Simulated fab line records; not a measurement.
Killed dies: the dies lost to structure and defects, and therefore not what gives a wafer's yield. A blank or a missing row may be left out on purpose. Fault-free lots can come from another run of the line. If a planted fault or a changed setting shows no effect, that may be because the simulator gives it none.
The tool behind it: which one? || flow sky130 || route of 708 steps, sampled at 1 step: 12 lots, 36 wafers

== WHAT EACH GAUGE READ, for each wafer ==
SKY_LDD_HVN_OVL_MEAS_07.
{"lot": "L075", "measured": "day 20 22:28", "on": "overlay-02", "LDD_HVN_OVL (nm)": "2.2 2.1 2.0"}
{"lot": "L077", "measured": "day 21 22:18", "on": "overlay-01", "LDD_HVN_OVL (nm)": "-2.9 -0.5 -3.0"}
{"lot": "L080", "measured": "day 22 19:29", "on": "overlay-01", "LDD_HVN_OVL (nm)": "-2.6 0.0 -1.1"}
{"lot": "L081", "measured": "day 23 01:51", "on": "overlay-02", "LDD_HVN_OVL (nm)": "-1.9 -1.8 -0.1"}
{"lot": "L083", "measured": "day 23 22:09", "on": "overlay-01", "LDD_HVN_OVL (nm)": "-3.6 -1.2 -3.3"}
{"lot": "L084", "measured": "day 24 13:27", "on": "overlay-01", "LDD_HVN_OVL (nm)": "-4.5 -4.7 -4.5"}
{"lot": "L087", "measured": "day 25 04:55", "on": "overlay-01", "LDD_HVN_OVL (nm)": "-1.6 -0.8 -4.0"}
{"lot": "L089", "measured": "day 26 00:20", "on": "overlay-02", "LDD_HVN_OVL (nm)": "-0.8 -0.2 -0.9"}
{"lot": "L092", "measured": "day 27 02:55", "on": "overlay-02", "LDD_HVN_OVL (nm)": "-2.8 -0.9 -1.9"}
{"lot": "L093", "measured": "day 27 10:51", "on": "overlay-01", "LDD_HVN_OVL (nm)": "-1.3 -1.3 -2.1"}
{"lot": "L096", "measured": "day 28 06:06", "on": "overlay-01", "LDD_HVN_OVL (nm)": "-2.4 -1.6 -2.0"}
{"lot": "L097", "measured": "day 29 02:20", "on": "overlay-01", "LDD_HVN_OVL (nm)": "-2.3 -0.5 -2.4"}

== EACH LOT AND THE TOOL THAT RAN IT (in order: tool; ch and the chambers of the sampled wafers; start) ==
No process step before these readings appears in the record.

== THE ANSWER, worked out from the rows above alone ==
Rule: the lots themselves supply what counts as usual. Put in order of their means at a reading, lots are off if they are a third of the lots or fewer, leave a main group of 4 or more, and stand apart from it by a gap of 3 or more times the standard deviation of the main group's means; of several such gaps the widest counts. A main group whose means are all the same, to the digits that the tables above print for the reading, isn't used. A lot without any number at a reading at which 4 lots or more have one is off too. The other lots that the step has rows for count as sound.
Nothing can be told from this: no lot is off at any reading shown.

== WHAT WAS PUT IN BY THE SIMULATOR ==
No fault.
